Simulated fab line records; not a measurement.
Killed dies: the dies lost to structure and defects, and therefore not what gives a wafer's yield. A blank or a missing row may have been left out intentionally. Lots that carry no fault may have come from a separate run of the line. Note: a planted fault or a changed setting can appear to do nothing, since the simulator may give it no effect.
Which of the tools did it? / flow sky130 / Sampling: 11 lots, 33 wafers, 5 of 708 route steps

WHAT THE GAUGES READ, wafer by wafer
SKY_VIA2_OVL_MEAS_13. Usual: VIA2_OVL typically reads -1 nm, with standard deviation 5.9.
lot=L292; measured=day 36 00:36; on=overlay-02; VIA2_OVL (nm)=-4 -1 -2; flag=
lot=L293; measured=day 36 07:22; on=overlay-02; VIA2_OVL (nm)=-3 3 8; flag=
lot=L296; measured=day 37 05:49; on=overlay-02; VIA2_OVL (nm)=-5 -8 -4; flag=
lot=L297; measured=day 37 18:58; on=overlay-02; VIA2_OVL (nm)=5 -5 -2; flag=
lot=L300; measured=day 38 11:29; on=overlay-02; VIA2_OVL (nm)=7 9 -2; flag=
lot=L306; measured=day 40 08:41; on=overlay-01; VIA2_OVL (nm)=0 -9 -11; flag=
lot=L307; measured=day 40 17:55; on=overlay-01; VIA2_OVL (nm)=-2 -3 -5; flag=
lot=L310; measured=day 41 20:37; on=overlay-01; VIA2_OVL (nm)=3 3 2; flag=
lot=L312; measured=day 43 10:05; on=overlay-02; VIA2_OVL (nm)=4 -3 -4; flag=
lot=L313; measured=day 43 12:00; on=overlay-02; VIA2_OVL (nm)=0 -6 4; flag=
lot=L311; measured=day 43 13:57; on=overlay-02; VIA2_OVL (nm)=10 0 -7; flag=

SKY_CAPM_THK_MEAS_01. Usual: CAPM_CVD_00_THK typically reads 15.59 nm, with standard deviation 0.28.
lot=L292; measured=day 36 02:19; on=film metro-01; CAPM_CVD_00_THK (nm)=15.41 15.83 15.53; flag=
lot=L293; measured=day 36 09:05; on=film metro-01; CAPM_CVD_00_THK (nm)=16.06 15.54 16.09; flag=
lot=L296; measured=day 37 07:24; on=film metro-02; CAPM_CVD_00_THK (nm)=15.53 15.95 15.92; flag=
lot=L297; measured=day 37 20:33; on=film metro-03; CAPM_CVD_00_THK (nm)=12.53 12.75 15.78 12.50 12.65 15.79; flag=OFF
lot=L300; measured=day 38 13:05; on=film metro-03; CAPM_CVD_00_THK (nm)=12.45 15.77 12.40 12.40 15.78 12.35; flag=OFF
lot=L306; measured=day 40 10:16; on=film metro-02; CAPM_CVD_00_THK (nm)=15.26 15.56 15.45; flag=
lot=L307; measured=day 40 19:30; on=film metro-01; CAPM_CVD_00_THK (nm)=15.81 15.78 16.02; flag=
lot=L310; measured=day 41 22:16; on=film metro-02; CAPM_CVD_00_THK (nm)=15.44 15.53 15.19; flag=
lot=L312; measured=day 43 11:43; on=film metro-01; CAPM_CVD_00_THK (nm)=15.14 15.81 15.56; flag=
lot=L313; measured=day 43 13:38; on=film metro-03; CAPM_CVD_00_THK (nm)=15.08 15.70 15.29; flag=
lot=L311; measured=day 43 15:34; on=film metro-01; CAPM_CVD_00_THK (nm)=15.18 15.35 15.82; flag=

EACH LOT AND THE TOOL THAT RAN IT (in order: tool; ch and the chambers of the sampled wafers; start)
lot=L292; SKY_METAL2_SPUTTER_02=pvd sputter-04, day 33 18:00; SKY_METAL2_SPUTTER_03=pvd sputter-04, day 33 18:02; SKY_CAPM_CVD_00=pecvd-01 ch 0,1, day 36 02:17
lot=L293; SKY_METAL2_SPUTTER_02=pvd sputter-04, day 34 01:27; SKY_METAL2_SPUTTER_03=pvd sputter-04, day 34 01:28; SKY_CAPM_CVD_00=pecvd-03 ch 0,1,2, day 36 09:02
lot=L296; SKY_METAL2_SPUTTER_02=pvd sputter-03, day 34 23:20; SKY_METAL2_SPUTTER_03=pvd sputter-03, day 34 23:21; SKY_CAPM_CVD_00=pecvd-02 ch 0,2, day 37 07:23
lot=L297; SKY_METAL2_SPUTTER_02=pvd sputter-02, day 35 13:15; SKY_METAL2_SPUTTER_03=pvd sputter-02, day 35 13:16; SKY_CAPM_CVD_00=pecvd-02 ch 0,2, day 37 20:31
lot=L300; SKY_METAL2_SPUTTER_02=pvd sputter-03, day 36 06:05; SKY_METAL2_SPUTTER_03=pvd sputter-03, day 36 06:07; SKY_CAPM_CVD_00=pecvd-02 ch 0,2, day 38 13:02
lot=L306; SKY_METAL2_SPUTTER_02=pvd sputter-04, day 38 05:01; SKY_METAL2_SPUTTER_03=pvd sputter-04, day 38 05:02; SKY_CAPM_CVD_00=pecvd-01 ch 0,1, day 40 10:15
lot=L307; SKY_METAL2_SPUTTER_02=pvd sputter-02, day 38 13:54; SKY_METAL2_SPUTTER_03=pvd sputter-02, day 38 13:55; SKY_CAPM_CVD_00=pecvd-03 ch 1,2, day 40 19:29
lot=L310; SKY_METAL2_SPUTTER_02=pvd sputter-03, day 39 17:31; SKY_METAL2_SPUTTER_03=pvd sputter-03, day 39 17:32; SKY_CAPM_CVD_00=pecvd-01 ch 0,1,2, day 41 22:14
lot=L312; SKY_METAL2_SPUTTER_02=pvd sputter-04, day 41 10:25; SKY_METAL2_SPUTTER_03=pvd sputter-04, day 41 10:26; SKY_CAPM_CVD_00=pecvd-03 ch 0,1,2, day 43 11:39
lot=L313; SKY_METAL2_SPUTTER_02=pvd sputter-02, day 41 12:17; SKY_METAL2_SPUTTER_03=pvd sputter-02, day 41 12:18; SKY_CAPM_CVD_00=pecvd-01 ch 0,1, day 43 13:37
lot=L311; SKY_METAL2_SPUTTER_02=pvd sputter-02, day 41 13:42; SKY_METAL2_SPUTTER_03=pvd sputter-02, day 41 13:44; SKY_CAPM_CVD_00=pecvd-03 ch 0,1, day 43 15:32
- SKY_METAL2_SPUTTER_02: material AlCu, target thk 250 nm, time 13.3 s.
- SKY_METAL2_SPUTTER_03: material Ti, target thk 5 nm, time 3.3 s.
- SKY_CAPM_CVD_00: deposits SiO2, target thk 15.5 nm.

WHAT THE TOOLS THEMSELVES READ (means of the sampled wafers that have a number; where no wafer has one, the mark that the record gives instead)
SKY_METAL2_SPUTTER_02. Usual: throttle valve pct reads 30.2 % (standard deviation 0.66).
lot=L292; tool=pvd sputter-04; throttle valve pct (%)=30.9; flag=
lot=L293; tool=pvd sputter-04; throttle valve pct (%)=30.9; flag=
lot=L296; tool=pvd sputter-03; throttle valve pct (%)=30.0; flag=
lot=L297; tool=pvd sputter-02; throttle valve pct (%)=29.8; flag=
lot=L300; tool=pvd sputter-03; throttle valve pct (%)=30.1; flag=
lot=L306; tool=pvd sputter-04; throttle valve pct (%)=30.3; flag=
lot=L307; tool=pvd sputter-02; throttle valve pct (%)=30.5; flag=
lot=L310; tool=pvd sputter-03; throttle valve pct (%)=29.7; flag=
lot=L312; tool=pvd sputter-04; throttle valve pct (%)=30.9; flag=
lot=L313; tool=pvd sputter-02; throttle valve pct (%)=30.5; flag=
lot=L311; tool=pvd sputter-02; throttle valve pct (%)=29.9; flag=

SKY_METAL2_SPUTTER_03. Usual: throttle valve pct reads 30.2 % (standard deviation 0.7).
lot=L292; tool=pvd sputter-04; throttle valve pct (%)=30.7; flag=
lot=L293; tool=pvd sputter-04; throttle valve pct (%)=31.0; flag=
lot=L296; tool=pvd sputter-03; throttle valve pct (%)=29.8; flag=
lot=L297; tool=pvd sputter-02; throttle valve pct (%)=29.8; flag=
lot=L300; tool=pvd sputter-03; throttle valve pct (%)=30.2; flag=
lot=L306; tool=pvd sputter-04; throttle valve pct (%)=30.3; flag=
lot=L307; tool=pvd sputter-02; throttle valve pct (%)=30.5; flag=
lot=L310; tool=pvd sputter-03; throttle valve pct (%)=29.7; flag=
lot=L312; tool=pvd sputter-04; throttle valve pct (%)=30.8; flag=
lot=L313; tool=pvd sputter-02; throttle valve pct (%)=30.4; flag=
lot=L311; tool=pvd sputter-02; throttle valve pct (%)=29.6; flag=

SKY_CAPM_CVD_00. Usual: heater power w reads 663 W (standard deviation 73).
lot=L292; tool=pecvd-01; heater power w (W)=648; flag=
lot=L293; tool=pecvd-03; heater power w (W)=619; flag=
lot=L296; tool=pecvd-02; heater power w (W)=647; flag=
lot=L297; tool=pecvd-02; heater power w (W)=682; flag=
lot=L300; tool=pecvd-02; heater power w (W)=703; flag=
lot=L306; tool=pecvd-01; heater power w (W)=628; flag=
lot=L307; tool=pecvd-03; heater power w (W)=639; flag=
lot=L310; tool=pecvd-01; heater power w (W)=640; flag=
lot=L312; tool=pecvd-03; heater power w (W)=602; flag=
lot=L313; tool=pecvd-01; heater power w (W)=666; flag=
lot=L311; tool=pecvd-03; heater power w (W)=583; flag=

THE ANSWER, worked out from the rows above alone
Rule: a lot counts as off when the mean over its wafers that have a number is more than 3 standard deviations away from the usual mean. A lot without any number at a reading at which 4 lots or more have one is off too. All remaining lots with rows at the step are treated as sound. The gauges are gone through in route order, then the tools' own readings, and for those a lot's mean is taken as printed above. At the first step where some lot is off, the reading lying furthest off is the one used; lots without a number count as furthest.
Off: L297, L300, at SKY_CAPM_THK_MEAS_01 (CAPM_CVD_00_THK).
If a tool, at a process step before that reading, ran all the lots that are off and no sound lot after the first of them, it fits. Those tools and the gauges at SKY_CAPM_THK_MEAS_01 are tried in the same way. One fits: pecvd-02 at SKY_CAPM_CVD_00. Its last sound lot is L296 (day 37 07:23), its first lot that is off L297 (day 37 20:31): a fault that began between those two fits.

WHAT THE SIMULATOR HAD INSERTED
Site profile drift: pecvd-02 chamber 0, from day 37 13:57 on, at SKY_CAPM_CVD_00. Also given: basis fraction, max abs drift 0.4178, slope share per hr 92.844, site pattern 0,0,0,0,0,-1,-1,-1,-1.
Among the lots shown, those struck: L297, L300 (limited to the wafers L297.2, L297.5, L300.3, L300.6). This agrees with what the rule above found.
